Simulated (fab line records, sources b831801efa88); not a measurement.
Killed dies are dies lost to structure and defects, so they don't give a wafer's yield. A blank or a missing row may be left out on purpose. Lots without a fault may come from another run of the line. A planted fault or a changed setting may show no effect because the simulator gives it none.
fab line records | flow gf180mcu
record lots=5 wafers=15 last_day=33
route steps=602 shown VT_IMPLANT@99 MVSD@136 NWELL@137 LVPWELL@138 MVPSD@139 DUAL_GATE@141
lots that met no fault: from a run of the same line without faults
start_h: hours from the record's first day to the start of the lot's first wafer shown | wait_h: hours since the lot's step before | " the same as in the row above | L1.1+2: a row that stands for several wafers | - no value, or no start given | * or withheld: withheld | < > ~ a bound
route shown NAME@n: a module of which the file shows steps, and the number in the route of the first | usual: mean/standard deviation of fault-free wafers | same: alike in all rows | chamber/n: place in a boat | sites: the reading at each site | _std_site: their standard deviation | _edge_site: outer sites' mean less inner sites' | radius_mm: how far each site lies from the wafer's centre | mask NAME#n: copy n | behind: the tool/chamber that last shaped the wafer | hold: why the lot was held/for how many hours/how that ended | device: the transistor (n, p or np) that didn't switch | end of line: the same wafers' tests at the end of the route | a step without rows: its recipe alone | killed: dies lost to structure and defects at the first sort, not the wafer's yield | map: a wafer's dies, x killed, . not, _ none there
set.NAME: the setting as run; set.NAME@STEP: as run at that earlier step | model.NAME: the simulator's own value behind a step, which no gauge read
lots at some steps of the route; a table a step, a row a wafer
services: from which hour (start_h, from the record's first day; less than 0 if before it) a tool's chamber was out of use, for how many hours, and why
## steps
# step GF_VT_IMPLANT_STRIP_09
# recipe chemistry=O2/N2 power_w=1400 pressure_mtorr=1500 platen_temp_c=250 o2_flow_sccm=3000 n2_flow_sccm=300 overash_fraction=0.5
# usual drypump_motor_current_A=5.9/0.51 heater_power_w=326/26 oes_product_au=0.716/0.0046 strip_time_to_endpoint_s=12.62/0.03
# columns lot.wafer tool chamber start_h wait_h drypump_motor_current_A heater_power_w oes_product_au rf_hours_counter_h strip_time_to_endpoint_s
L078.3 plasma_asher-03 0 137.87 0.1 4.8 361 0.710 - 12.61
L078.4 " 1 " " 6.5 300 0.724 - 12.58
L078.5 " 0 " " 4.8 364 0.717 - 12.58
L081.4 plasma_asher-01 1 154.93 0.1 6.3 278 0.717 - 12.66
L081.5 " 1 " " 6.3 277 0.725 - 12.67
L081.6 " 0 " " 5.6 320 0.714 - 12.70
L083.3 plasma_asher-02 0 172.30 0.1 6.1 328 0.718 - 12.65
L083.4 " 1 " " 6.0 342 0.714 - 12.67
L083.5 " 0 " " 6.1 336 0.714 - 12.65
L087.1 plasma_asher-01 1 191.56 0.1 6.3 278 0.717 41 12.61
L087.2 " 0 " " 5.6 324 0.716 41 12.63
L087.6 " 1 " " 6.3 280 0.719 - 12.62
L092.1 plasma_asher-02 0 223.60 0.1 6.1 332 0.712 58 12.60
L092.2 " 1 " " 6.1 341 0.712 58 12.64
L092.5 " 1 " " 6.1 350 0.717 - 12.58
# step GF_VT_IMPLANT_TW_MEAS_10
# usual VT_IMPLANT_TW=562/3.3
# columns lot.wafer tool chamber start_h wait_h VT_IMPLANT_TW
L078.3 film_metro-01 - 137.95 0.1 561
L078.4 " - " " 558
L078.5 " - " " 559
L081.4 film_metro-01 - 155.03 0.1 558
L081.5 " - " " 560
L081.6 " - " " 558
L083.3 film_metro-03 - 172.39 0.1 562
L083.4 " - " " 562
L083.5 " - " " 563
L087.1 film_metro-02 - 191.66 0.1 566
L087.2 " - " " 567
L087.6 " - " " 564
L092.1 film_metro-03 - 223.70 0.1 567
L092.2 " - " " 563
L092.5 " - " " 564
# step GF_VT_IMPLANT_DEHYDRATE_11
# recipe temp_c=200 time_s=60
# columns lot.wafer tool chamber start_h wait_h
L078.3+4+5 litho_track-03 0 144.86 6.9
L081.4+5+6 litho_track-03 0 162.09 7.0
L083.3+4+5 litho_track-01 0 179.62 7.2
L087.1+2+6 litho_track-03 0 199.61 7.9
L092.1+2+5 litho_track-03 0 232.36 8.7
# step GF_VT_IMPLANT_HMDS_12
# recipe prime_time_s=60 prime_temp_c=120
# columns lot.wafer tool chamber start_h wait_h
L078.3+4+5 litho_track-03 0 145.01 0.1
L081.4+5+6 litho_track-03 0 162.24 0.1
L083.3+4+5 litho_track-01 0 179.77 0.1
L087.1+2+6 litho_track-03 0 199.76 0.1
L092.1+2+5 litho_track-03 0 232.51 0.1
# step GF_VT_IMPLANT_COAT_13
# recipe resist=NOVOLAK spin_rpm=3000 resist_thk_nm=1000
# columns lot.wafer tool chamber start_h wait_h
L078.3+4+5 litho_track-03 0 145.16 0.1
L081.4+5+6 litho_track-03 0 162.39 0.1
L083.3+4+5 litho_track-01 0 179.92 0.1
L087.1+2+6 litho_track-03 0 199.91 0.1
L092.1+2+5 litho_track-03 0 232.66 0.1
# step GF_VT_IMPLANT_SOFTBAKE_14
# recipe temp_c=90 time_s=60 resist=NOVOLAK
# columns lot.wafer tool chamber start_h wait_h
L078.3+4+5 litho_track-03 0 145.31 0.1
L081.4+5+6 litho_track-03 0 162.54 0.1
L083.3+4+5 litho_track-01 0 180.07 0.1
L087.1+2+6 litho_track-03 0 200.06 0.1
L092.1+2+5 litho_track-03 0 232.81 0.1
# step GF_VT_IMPLANT_EXPOSE_15
# recipe mask_id=Nwell_LV_AREA target_cd_nm=860 na=0.6 source_shape=conventional sigma_outer=0.6 dose_mj=140
# columns lot.wafer tool chamber start_h wait_h mask
L078.3+4+5 iline_stepper-02 0 - - Nwell_LV_AREA#0
L081.4+5+6 iline_stepper-02 0 - - Nwell_LV_AREA#0
L083.3+4+5 iline_stepper-01 0 - - Nwell_LV_AREA#0
L087.1+2+6 iline_stepper-02 0 - - Nwell_LV_AREA#0
L092.1+2+5 iline_stepper-02 0 - - Nwell_LV_AREA#0
# step GF_VT_IMPLANT_PEB_16
# recipe temp_c=withheld time_s=* resist=NOVOLAK
# columns lot.wafer tool chamber start_h wait_h
L078.3+4+5 litho_track-03 0 - -
L081.4+5+6 litho_track-03 0 - -
L083.3+4+5 litho_track-03 0 - -
L087.1+2+6 litho_track-01 0 - -
L092.1+2+5 litho_track-01 0 - -
# step GF_VT_IMPLANT_DEVELOP_17
# recipe develop_time_s=60 dev_temp_c=23
# columns lot.wafer tool chamber start_h wait_h
L078.3+4+5 litho_track-03 0 153.36 0.1
L081.4+5+6 litho_track-03 0 170.79 0.1
L083.3+4+5 litho_track-03 0 187.56 0.1
L087.1+2+6 litho_track-01 0 208.12 0.1
L092.1+2+5 litho_track-01 0 241.42 0.1
# step GF_VT_IMPLANT_OVL_MEAS_18
# usual VT_IMPLANT_01_OVL=-0.4/1.8
# columns lot.wafer tool chamber start_h wait_h VT_IMPLANT_01_OVL[nm]
L078.3 overlay-01 - 153.47 0.1 -3.5
L078.4 " - " " -2.9
L078.5 " - " " -3.0
L081.4 overlay-02 - 170.88 0.1 0.0
L081.5 " - " " -0.2
L081.6 " - " " 0.3
L083.3 overlay-02 - 187.67 0.1 1.5
L083.4 " - " " 0.8
L083.5 " - " " 1.0
L087.1 overlay-01 - 208.27 0.1 -1.0
L087.2 " - " " 0.7
L087.6 " - " " -1.6
L092.1 overlay-01 - 241.57 0.1 -1.1
L092.2 " - " " -1.2
L092.5 " - " " -1.5
# step GF_VT_IMPLANT_IMPLANT_19
# recipe species=As energy_kev=100 dose_cm2=4.35e+12 tilt_deg=7
# columns lot.wafer tool chamber start_h wait_h
L078.3+4+5 implanter-02 0 153.55 0.1
L081.4+5+6 implanter-02 0 170.97 0.1
L083.3+4+5 implanter-01 0 187.75 0.1
L087.1+2+6 implanter-01 0 208.31 0.0
L092.1+2+5 implanter-03 0 241.61 0.0
# step GF_VT_IMPLANT_STRIP_20
# recipe chemistry=O2/N2 power_w=1400 pressure_mtorr=1500 platen_temp_c=250 o2_flow_sccm=3000 n2_flow_sccm=300 overash_fraction=0.5
# usual drypump_motor_current_A=5.9/0.51 heater_power_w=326/27 oes_product_au=0.716/0.0048 strip_time_to_endpoint_s=12.62/0.036
# columns lot.wafer tool chamber start_h wait_h drypump_motor_current_A heater_power_w oes_product_au rf_hours_counter_h strip_time_to_endpoint_s
L078.3 plasma_asher-02 1 153.68 0.1 6.1 343 0.717 - 12.64
L078.4 " 0 " " 6.1 342 0.713 - 12.60
L078.5 " 1 " " 6.0 342 0.721 - 12.62
L081.4 plasma_asher-02 1 171.08 0.1 6.0 345 0.722 - 12.65
L081.5 " 1 " " 6.0 336 0.713 - 12.63
L081.6 " 0 " " 6.1 346 0.722 - 12.64
L083.3 plasma_asher-01 1 187.88 0.1 6.3 275 0.713 - 12.70
L083.4 " 0 " " 5.6 325 0.712 - 12.75
L083.5 " 0 " " 5.6 317 0.716 - 12.68
L087.1 plasma_asher-01 1 208.46 0.1 6.3 268 0.716 43 12.61
L087.2 " 0 " " 5.6 324 0.723 43 12.58
L087.6 " 0 " " 5.5 321 0.708 - 12.60
L092.1 plasma_asher-03 0 241.76 0.1 4.8 371 0.728 13 12.60
L092.2 " 1 " " 6.5 308 0.713 13 12.61
L092.5 " 1 " " 6.5 303 0.718 - 12.64
# step GF_VT_IMPLANT_TW_MEAS_21
# usual VT_IMPLANT_2_TW=1212/7.3
# columns lot.wafer tool chamber start_h wait_h VT_IMPLANT_2_TW
L078.3 film_metro-03 - 153.77 0.1 1219
L078.4 " - " " 1220
L078.5 " - " " 1223
L081.4 film_metro-01 - 171.18 0.1 1197
L081.5 " - " " 1206
L081.6 " - " " 1208
L083.3 film_metro-01 - 187.97 0.1 1203
L083.4 " - " " 1205
L083.5 " - " " 1202
L087.1 film_metro-02 - 208.56 0.1 1218
L087.2 " - " " 1214
L087.6 " - " " 1225
L092.1 film_metro-03 - 241.86 0.1 1218
L092.2 " - " " 1218
L092.5 " - " " 1214
# step GF_VT_IMPLANT_DEHYDRATE_22
# recipe temp_c=200 time_s=60
# columns lot.wafer tool chamber start_h wait_h
L078.3+4+5 litho_track-03 0 160.56 6.8
L081.4+5+6 litho_track-03 0 178.54 7.3
L083.3+4+5 litho_track-04 0 195.88 7.9
L087.1+2+6 litho_track-01 0 217.02 8.5
L092.1+2+5 litho_track-03 0 250.76 8.9
# step GF_VT_IMPLANT_HMDS_23
# recipe prime_time_s=60 prime_temp_c=120
# columns lot.wafer tool chamber start_h wait_h
L078.3+4+5 litho_track-03 0 160.71 0.1
L081.4+5+6 litho_track-03 0 178.69 0.1
L083.3+4+5 litho_track-04 0 196.03 0.1
L087.1+2+6 litho_track-01 0 217.17 0.1
L092.1+2+5 litho_track-03 0 250.91 0.1
# step GF_VT_IMPLANT_COAT_24
# recipe resist=NOVOLAK spin_rpm=3000 resist_thk_nm=1000
# columns lot.wafer tool chamber start_h wait_h
L078.3+4+5 litho_track-03 0 160.86 0.1
L081.4+5+6 litho_track-03 0 178.84 0.1
L083.3+4+5 litho_track-04 0 196.18 0.1
L087.1+2+6 litho_track-01 0 217.32 0.1
L092.1+2+5 litho_track-03 0 251.06 0.1
# step GF_VT_IMPLANT_SOFTBAKE_25
# recipe temp_c=90 time_s=60 resist=NOVOLAK
# columns lot.wafer tool chamber start_h wait_h
L078.3+4+5 litho_track-03 0 161.01 0.1
L081.4+5+6 litho_track-03 0 178.99 0.1
L083.3+4+5 litho_track-04 0 196.33 0.1
L087.1+2+6 litho_track-01 0 217.47 0.1
L092.1+2+5 litho_track-03 0 251.21 0.1
# step GF_VT_IMPLANT_EXPOSE_26
# recipe mask_id=LVPWELL_HV_AREA target_cd_nm=860 na=0.6 source_shape=conventional sigma_outer=0.6 dose_mj=140
# columns lot.wafer tool chamber start_h wait_h mask
L078.3+4+5 iline_stepper-01 0 - - LVPWELL_HV_AREA#0
L081.4+5+6 iline_stepper-01 0 - - LVPWELL_HV_AREA#0
L083.3+4+5 iline_stepper-02 0 - - LVPWELL_HV_AREA#0
L087.1+2+6 iline_stepper-01 0 - - LVPWELL_HV_AREA#0
L092.1+2+5 iline_stepper-01 0 - - LVPWELL_HV_AREA#0
# step GF_VT_IMPLANT_PEB_27
# recipe temp_c=withheld time_s=* resist=NOVOLAK
# columns lot.wafer tool chamber start_h wait_h
L078.3+4+5 litho_track-01 0 - -
L081.4+5+6 litho_track-01 0 - -
L083.3+4+5 litho_track-01 0 - -
L087.1+2+6 litho_track-01 0 - -
L092.1+2+5 litho_track-01 0 - -
# step GF_VT_IMPLANT_DEVELOP_28
# recipe develop_time_s=60 dev_temp_c=23
# columns lot.wafer tool chamber start_h wait_h
L078.3+4+5 litho_track-01 0 169.17 0.1
L081.4+5+6 litho_track-01 0 186.75 0.1
L083.3+4+5 litho_track-01 0 204.87 0.1
L087.1+2+6 litho_track-01 0 226.12 0.1
L092.1+2+5 litho_track-01 0 260.57 0.1
# step GF_VT_IMPLANT_OVL_MEAS_29
# usual VT_IMPLANT_02_OVL=-0.3/1.1
# columns lot.wafer tool chamber start_h wait_h VT_IMPLANT_02_OVL[nm]
L078.3 overlay-02 - 169.28 0.1 0.7
L078.4 " - " " -0.2
L078.5 " - " " -0.1
L081.4 overlay-01 - 186.84 0.1 0.7
L081.5 " - " " 0.5
L081.6 " - " " -0.5
L083.3 overlay-01 - 204.98 0.1 0.5
L083.4 " - " " -1.1
L083.5 " - " " 0.7
L087.1 overlay-02 - 226.27 0.1 -1.0
L087.2 " - " " -2.0
L087.6 " - " " 0.3
L092.1 overlay-01 - 260.72 0.1 -1.5
L092.2 " - " " -1.4
L092.5 " - " " -1.2
# step GF_VT_IMPLANT_IMPLANT_30
# recipe species=B energy_kev=25 dose_cm2=2.534e+12 tilt_deg=7
# columns lot.wafer tool chamber start_h wait_h
L078.3+4+5 implanter-01 0 169.36 0.1
L081.4+5+6 implanter-02 0 186.93 0.1
L083.3+4+5 implanter-02 0 205.06 0.1
L087.1+2+6 implanter-01 0 226.31 0.0
L092.1+2+5 implanter-03 0 260.76 0.0
# step GF_VT_IMPLANT_STRIP_31
# recipe chemistry=O2/N2 power_w=1400 pressure_mtorr=1500 platen_temp_c=250 o2_flow_sccm=3000 n2_flow_sccm=300 overash_fraction=0.5
# usual drypump_motor_current_A=5.9/0.55 heater_power_w=324/28 oes_product_au=0.716/0.0048 strip_time_to_endpoint_s=12.63/0.031
# columns lot.wafer tool chamber start_h wait_h drypump_motor_current_A heater_power_w oes_product_au rf_hours_counter_h strip_time_to_endpoint_s
L078.3 plasma_asher-03 1 169.49 0.1 6.5 314 0.723 - 12.65
L078.4 " 0 " " 4.8 372 0.716 - 12.65
L078.5 " 1 " " 6.5 303 0.715 - 12.67
L081.4 plasma_asher-03 0 187.04 0.1 4.8 374 0.716 - 12.61
L081.5 " 0 " " 4.7 362 0.709 - 12.58
L081.6 " 1 " " 6.5 303 0.712 - 12.61
L083.3 plasma_asher-02 1 205.19 0.1 6.0 351 0.717 - 12.65
L083.4 " 0 " " 6.1 332 0.719 - 12.61
L083.5 " 0 " " 6.1 337 0.711 - 12.64
L087.1 plasma_asher-03 1 226.46 0.1 6.5 305 0.716 12 12.67
L087.2 " 0 " " 4.8 358 0.724 12 12.64
L087.6 " 1 " " 6.5 313 0.713 - 12.66
L092.1 plasma_asher-02 0 260.91 0.1 6.1 340 0.718 62 12.58
L092.2 " 1 " " 6.1 347 0.716 62 12.60
L092.5 " 0 " " 6.1 333 0.716 - 12.58
# step GF_VT_IMPLANT_TW_MEAS_32
# usual VT_IMPLANT_3_TW=268.1/1.4
# columns lot.wafer tool chamber start_h wait_h VT_IMPLANT_3_TW
L078.3 film_metro-02 - 169.58 0.1 267.4
L078.4 " - " " 269.0
L078.5 " - " " 269.6
L081.4 film_metro-02 - 187.14 0.1 268.0
L081.5 " - " " 269.1
L081.6 " - " " 268.6
L083.3 film_metro-02 - 205.28 0.1 268.9
L083.4 " - " " 271.0
L083.5 " - " " 270.7
L087.1 film_metro-02 - 226.56 0.1 265.8
L087.2 " - " " 267.5
L087.6 " - " " 265.2
L092.1 film_metro-02 - 261.01 0.1 266.9
L092.2 " - " " 268.3
L092.5 " - " " 267.0
# step GF_VT_IMPLANT_DEHYDRATE_33
# recipe temp_c=200 time_s=60
# columns lot.wafer tool chamber start_h wait_h
L078.3+4+5 litho_track-01 0 176.77 7.2
L081.4+5+6 litho_track-04 0 194.55 7.4
L083.3+4+5 litho_track-03 0 213.56 8.3
L087.1+2+6 litho_track-03 0 234.66 8.1
L092.1+2+5 litho_track-04 0 270.38 9.4
# step GF_VT_IMPLANT_HMDS_34
# recipe prime_time_s=60 prime_temp_c=120
# columns lot.wafer tool chamber start_h wait_h
L078.3+4+5 litho_track-01 0 176.92 0.1
L081.4+5+6 litho_track-04 0 194.70 0.1
L083.3+4+5 litho_track-03 0 213.71 0.1
L087.1+2+6 litho_track-03 0 234.81 0.1
L092.1+2+5 litho_track-04 0 270.53 0.1
# step GF_VT_IMPLANT_COAT_35
# recipe resist=NOVOLAK spin_rpm=3000 resist_thk_nm=1000
# columns lot.wafer tool chamber start_h wait_h
L078.3+4+5 litho_track-01 0 177.07 0.1
L081.4+5+6 litho_track-04 0 194.85 0.1
L083.3+4+5 litho_track-03 0 213.86 0.1
L087.1+2+6 litho_track-03 0 234.96 0.1
L092.1+2+5 litho_track-04 0 270.68 0.1
# step GF_VT_IMPLANT_SOFTBAKE_36
# recipe temp_c=90 time_s=60 resist=NOVOLAK
# columns lot.wafer tool chamber start_h wait_h
L078.3+4+5 litho_track-01 0 177.22 0.1
L081.4+5+6 litho_track-04 0 195.00 0.1
L083.3+4+5 litho_track-03 0 214.01 0.1
L087.1+2+6 litho_track-03 0 235.11 0.1
L092.1+2+5 litho_track-04 0 270.83 0.1
# step GF_VT_IMPLANT_EXPOSE_37
# recipe mask_id=Nwell_HV_AREA target_cd_nm=860 na=0.6 source_shape=conventional sigma_outer=0.6 dose_mj=140
# columns lot.wafer tool chamber start_h wait_h mask
L078.3+4+5 iline_stepper-01 0 - - Nwell_HV_AREA#0
L081.4+5+6 iline_stepper-02 0 - - Nwell_HV_AREA#0
L083.3+4+5 iline_stepper-02 0 - - Nwell_HV_AREA#0
L087.1+2+6 iline_stepper-01 0 - - Nwell_HV_AREA#0
L092.1+2+5 iline_stepper-01 0 - - Nwell_HV_AREA#0
# step GF_VT_IMPLANT_PEB_38
# recipe temp_c=withheld time_s=* resist=NOVOLAK
# columns lot.wafer tool chamber start_h wait_h
L078.3+4+5 litho_track-01 0 - -
L081.4+5+6 litho_track-04 0 - -
L083.3+4+5 litho_track-03 0 - -
L087.1+2+6 litho_track-04 0 - -
L092.1+2+5 litho_track-03 0 - -
# step GF_VT_IMPLANT_DEVELOP_39
# recipe develop_time_s=60 dev_temp_c=23
# columns lot.wafer tool chamber start_h wait_h
L078.3+4+5 litho_track-01 0 184.62 0.1
L081.4+5+6 litho_track-04 0 203.05 0.1
L083.3+4+5 litho_track-03 0 222.41 0.1
L087.1+2+6 litho_track-04 0 243.98 0.1
L092.1+2+5 litho_track-03 0 279.91 0.1
# step GF_VT_IMPLANT_OVL_MEAS_40
# usual VT_IMPLANT_03_OVL=-0.6/1.2
# columns lot.wafer tool chamber start_h wait_h VT_IMPLANT_03_OVL[nm]
L078.3 overlay-02 - 184.73 0.1 0.8
L078.4 " - " " 1.7
L078.5 " - " " 1.7
L081.4 overlay-01 - 203.15 0.1 0.0
L081.5 " - " " -0.6
L081.6 " - " " -1.3
L083.3 overlay-01 - 222.52 0.1 1.5
L083.4 " - " " 0.2
L083.5 " - " " -0.3
L087.1 overlay-01 - 244.13 0.1 0.3
L087.2 " - " " -0.9
L087.6 " - " " 1.2
L092.1 overlay-01 - 280.06 0.1 2.4
L092.2 " - " " 0.2
L092.5 " - " " 1.1
# step GF_VT_IMPLANT_IMPLANT_41
# recipe species=As energy_kev=70 dose_cm2=1.013e+12 tilt_deg=7
# columns lot.wafer tool chamber start_h wait_h
L078.3+4+5 implanter-02 0 184.81 0.1
L081.4+5+6 implanter-02 0 203.24 0.1
L083.3+4+5 implanter-02 0 222.60 0.1
L087.1+2+6 implanter-03 0 244.16 0.0
L092.1+2+5 implanter-02 0 280.10 0.0
# step GF_VT_IMPLANT_STRIP_42
# recipe chemistry=O2/N2 power_w=1400 pressure_mtorr=1500 platen_temp_c=250 o2_flow_sccm=3000 n2_flow_sccm=300 overash_fraction=0.5
# usual drypump_motor_current_A=5.8/0.62 heater_power_w=326/29 oes_product_au=0.716/0.0043 strip_time_to_endpoint_s=12.63/0.036
# columns lot.wafer tool chamber start_h wait_h drypump_motor_current_A heater_power_w oes_product_au rf_hours_counter_h strip_time_to_endpoint_s
L078.3 plasma_asher-01 1 184.94 0.1 6.3 270 0.717 - 12.68
L078.4 " 0 " " 5.6 328 0.717 - 12.64
L078.5 " 1 " " 6.3 276 0.718 - 12.64
L081.4 plasma_asher-02 1 203.35 0.1 6.0 339 0.709 - 12.59
L081.5 " 0 " " 6.1 335 0.722 - 12.58
L081.6 " 1 " " 6.0 343 0.715 - 12.60
L083.3 plasma_asher-03 1 222.73 0.1 6.5 304 0.716 - 12.58
L083.4 " 0 " " 4.8 365 0.713 - 12.57
L083.5 " 1 " " 6.5 315 0.713 - 12.59
L087.1 plasma_asher-01 1 244.31 0.1 6.3 279 0.719 46 12.56
L087.2 " 0 " " 5.6 328 0.718 46 12.60
L087.6 " 0 " " 5.6 322 0.718 - 12.62
L092.1 plasma_asher-02 0 280.25 0.1 6.1 333 0.722 64 12.66
L092.2 " 1 " " 6.1 337 0.718 64 12.63
L092.5 " 1 " " 6.0 344 0.713 - 12.65
# step GF_VT_IMPLANT_TW_MEAS_43
# usual VT_IMPLANT_4_TW=688/3.8
# columns lot.wafer tool chamber start_h wait_h VT_IMPLANT_4_TW
L078.3 film_metro-03 - 185.03 0.1 692
L078.4 " - " " 691
L078.5 " - " " 696
L081.4 film_metro-03 - 203.44 0.1 689
L081.5 " - " " 691
L081.6 " - " " 690
L083.3 film_metro-02 - 222.82 0.1 687
L083.4 " - " " 686
L083.5 " - " " 688
L087.1 film_metro-02 - 244.41 0.1 687
L087.2 " - " " 689
L087.6 " - " " 686
L092.1 film_metro-01 - 280.35 0.1 689
L092.2 " - " " 685
L092.5 " - " " 686
# step GF_VT_IMPLANT_CLEAN_44
# recipe chemistry=SC1/SC2 mix=1:4:20 temp_c=70 time_s=150 dry=n2_spin
# columns lot.wafer tool chamber start_h wait_h
L078.3+4+5 wet_bench-02 2 185.07 0.0
L081.4+5+6 wet_bench-02 3 203.47 0.0
L083.3+4+5 wet_bench-02 1 222.86 0.0
L087.1+2+6 wet_bench-04 1 244.47 0.1
L092.1+2+5 wet_bench-04 0 280.41 0.1
# step GF_VT_IMPLANT_RTA_45
# recipe temp_c=1050 time_s=30 ambient=N2
# usual lamp_power_pct=39/6.4 wafer_temp_C_max=1056.2/1.6
# columns lot.wafer tool chamber start_h wait_h lamp_power_pct wafer_temp_C_max
L078.3 rtp_anneal-01 0 185.15 0.0 44 1055.4
L078.4 " 0 " " 44 1056.8
L078.5 " 0 " " 44 1058.2
L081.4 rtp_anneal-01 0 203.57 0.1 44 1056.3
L081.5 " 0 " " 44 1058.9
L081.6 " 0 " " 44 1057.6
L083.3 rtp_anneal-02 0 222.94 0.0 30 1055.5
L083.4 " 0 " " 30 1054.7
L083.5 " 0 " " 30 1055.2
L087.1 rtp_anneal-01 0 244.52 0.0 44 1058.1
L087.2 " 0 " " 44 1057.7
L087.6 " 0 " " 44 1054.5
L092.1 rtp_anneal-01 0 280.46 0.0 44 1058.5
L092.2 " 0 " " 44 1057.6
L092.5 " 0 " " 44 1057.1
# step GF_VT_IMPLANT_RS_MEAS_46
# recipe thk_meas_gauge=four-point-probe
# usual MVSD_RS=456.8/1.1
# columns lot.wafer tool chamber start_h wait_h MVSD_RS[ohm/sq]
L078.3 film_metro-01 - 185.26 0.1 457.3
L078.4 " - " " 457.0
L078.5 " - " " 456.5
L081.4 film_metro-01 - 203.68 0.1 456.9
L081.5 " - " " 458.1
L081.6 " - " " 457.1
L083.3 film_metro-03 - 223.05 0.1 457.0
L083.4 " - " " 455.1
L083.5 " - " " 456.1
L087.1 film_metro-04 - 244.62 0.1 456.2
L087.2 " - " " 457.5
L087.6 " - " " 456.1
L092.1 film_metro-01 - 280.56 0.1 456.1
L092.2 " - " " 456.5
L092.5 " - " " 457.1
# step GF_VT_IMPLANT_RS_MEAS_47
# recipe thk_meas_gauge=four-point-probe
# usual NWELL_RS=487.8/1.4
# columns lot.wafer tool chamber start_h wait_h NWELL_RS[ohm/sq]
L078.3 film_metro-01 - 185.38 0.1 487.9
L078.4 " - " " 487.8
L078.5 " - " " 486.9
L081.4 film_metro-01 - 203.80 0.1 486.3
L081.5 " - " " 488.5
L081.6 " - " " 486.3
L083.3 film_metro-03 - 223.17 0.1 486.3
L083.4 " - " " 487.3
L083.5 " - " " 486.7
L087.1 film_metro-04 - 244.74 0.1 486.1
L087.2 " - " " 487.1
L087.6 " - " " 485.2
L092.1 film_metro-01 - 280.68 0.1 489.5
L092.2 " - " " 488.6
L092.5 " - " " 488.0
# step GF_VT_IMPLANT_RS_MEAS_48
# recipe thk_meas_gauge=four-point-probe
# usual LVPWELL_RS=1197.8/2.9
# columns lot.wafer tool chamber start_h wait_h LVPWELL_RS[ohm/sq]
L078.3 film_metro-01 - 185.50 0.1 1197.7
L078.4 " - " " 1198.1
L078.5 " - " " 1197.1
L081.4 film_metro-01 - 203.92 0.1 1197.0
L081.5 " - " " 1195.6
L081.6 " - " " 1198.3
L083.3 film_metro-03 - 223.29 0.1 1196.7
L083.4 " - " " 1196.4
L083.5 " - " " 1197.2
L087.1 film_metro-04 - 244.86 0.1 1201.1
L087.2 " - " " 1197.1
L087.6 " - " " 1201.1
L092.1 film_metro-01 - 280.80 0.1 1195.6
L092.2 " - " " 1193.9
L092.5 " - " " 1195.4
# step GF_VT_IMPLANT_RS_MEAS_49
# recipe thk_meas_gauge=four-point-probe
# usual MVPSD_RS=1169.0/2.4
# columns lot.wafer tool chamber start_h wait_h MVPSD_RS[ohm/sq]
L078.3 film_metro-01 - 185.62 0.1 1168.6
L078.4 " - " " 1167.8
L078.5 " - " " 1166.5
L081.4 film_metro-01 - 204.04 0.1 1171.2
L081.5 " - " " 1172.7
L081.6 " - " " 1173.9
L083.3 film_metro-03 - 223.41 0.1 1168.5
L083.4 " - " " 1168.8
L083.5 " - " " 1170.9
L087.1 film_metro-04 - 244.98 0.1 1166.3
L087.2 " - " " 1168.2
L087.6 " - " " 1168.6
L092.1 film_metro-01 - 280.92 0.1 1172.4
L092.2 " - " " 1171.0
L092.5 " - " " 1173.1
# step GF_VT_IMPLANT_WET_ETCH_50
# recipe chemistry=dHF target_depth_nm=20 target=SiO2 temp_c=25 dilution=100:1 time_s=400
# columns lot.wafer tool chamber start_h wait_h
L078.3+4+5 wet_bench-02 0 185.70 0.1
L081.4+5+6 wet_bench-01 1 204.10 0.0
L083.3+4+5 wet_bench-01 1 223.49 0.1
L087.1+2+6 wet_bench-02 1 245.10 0.1
L092.1+2+5 wet_bench-04 3 281.04 0.1
# step GF_DUAL_GATE_CLEAN_00
# recipe chemistry=SC1/SC2 mix=1:4:20 temp_c=70 time_s=150
# columns lot.wafer tool chamber start_h wait_h
L078.3+4+5 wet_bench-01 0 185.82 0.0
L081.4+5+6 wet_bench-04 0 204.22 0.0
L083.3+4+5 wet_bench-02 1 223.61 0.0
L087.1+2+6 wet_bench-01 0 245.22 0.0
L092.1+2+5 wet_bench-01 1 281.15 0.0
# step GF_DUAL_GATE_CLEAN_01
# recipe chemistry=dHF time_s=20 dilution=100:1 dry=ipa_marangoni
# columns lot.wafer tool chamber start_h wait_h
L078.3+4+5 wet_bench-04 2 185.87 0.0
L081.4+5+6 wet_bench-02 2 204.32 0.0
L083.3+4+5 wet_bench-01 1 223.66 0.0
L087.1+2+6 wet_bench-02 0 245.27 0.0
L092.1+2+5 wet_bench-02 1 281.20 0.0
# step GF_DUAL_GATE_OXIDATION_02
# recipe temp_c=900 ambient=O2 stabilise_s=600 purge_s=300 target_thk_a=108.87 ox_time_s=1602
# usual spike_tc_bottom_C=919.2/1.5
# columns lot.wafer tool chamber start_h wait_h spike_tc_bottom_C
L078.3 furnace-01 0 187.18 1.3 917.9
L078.4 " 0 " " 918.0
L078.5 " 0 " " 916.5
L081.4 furnace-02 0 204.58 0.2 921.7
L081.5 " 0 " " 921.1
L081.6 " 0 " " 919.8
L083.3 furnace-02 0 225.83 2.2 918.5
L083.4 " 0 " " 920.0
L083.5 " 0 " " 919.6
L087.1 furnace-01 0 246.14 0.9 917.1
L087.2 " 0 " " 917.9
L087.6 " 0 " " 918.4
L092.1 furnace-01 0 282.01 0.8 919.1
L092.2 " 0 " " 918.1
L092.5 " 0 " " 917.7
# step GF_DUAL_GATE_THK_MEAS_03
# recipe reads=SiO2_of_DUAL_GATE_OXIDATION_02
# usual DUAL_GATE_OXIDATION_00_THK=10.93/0.16
# columns lot.wafer tool chamber start_h wait_h DUAL_GATE_OXIDATION_00_THK[nm]
L078.3 film_metro-04 - 188.64 0.0 10.79
L078.4 " - " " 11.02
L078.5 " - " " 10.96
L081.4 film_metro-04 - 206.06 0.0 11.00
L081.5 " - " " 10.98
L081.6 " - " " 10.92
L083.3 film_metro-02 - 227.30 0.0 10.82
L083.4 " - " " 10.91
L083.5 " - " " 10.95
L087.1 film_metro-04 - 247.59 0.0 11.06
L087.2 " - " " 10.96
L087.6 " - " " 10.87
L092.1 film_metro-02 - 283.45 0.0 10.91
L092.2 " - " " 10.73
L092.5 " - " " 10.68
## services
# columns tool chamber start_h hours kind
plasma_asher-03 0 117.75 - clean
plasma_asher-03 1 117.75 - clean
wet_bench-02 - 133.28 2.1 repair
plasma_asher-01 - 135.20 5.2 repair
iline_stepper-01 - 144.32 7.9 repair
iline_stepper-02 - 145.91 - consumable_replace:lamp
implanter-03 - 154.03 52.1 repair
implanter-01 - 157.37 3.6 pm
furnace-01 - 165.74 13.5 pm
iline_stepper-01 - 170.32 4.4 pm
iline_stepper-02 - 174.79 4.4 pm
iline_stepper-01 - 189.20 1.7 pm
wet_bench-04 - 198.52 4.4 pm
furnace-01 - 202.83 2.9 pm
furnace-02 - 208.97 4.3 pm
furnace-02 - 221.51 4.3 pm
wet_bench-04 - 222.37 2.5 repair
implanter-02 - 254.64 2.4 repair
iline_stepper-02 - 262.13 1.7 pm
implanter-03 - 265.41 5.1 pm
furnace-01 - 279.38 2.6 pm
## key
fault none
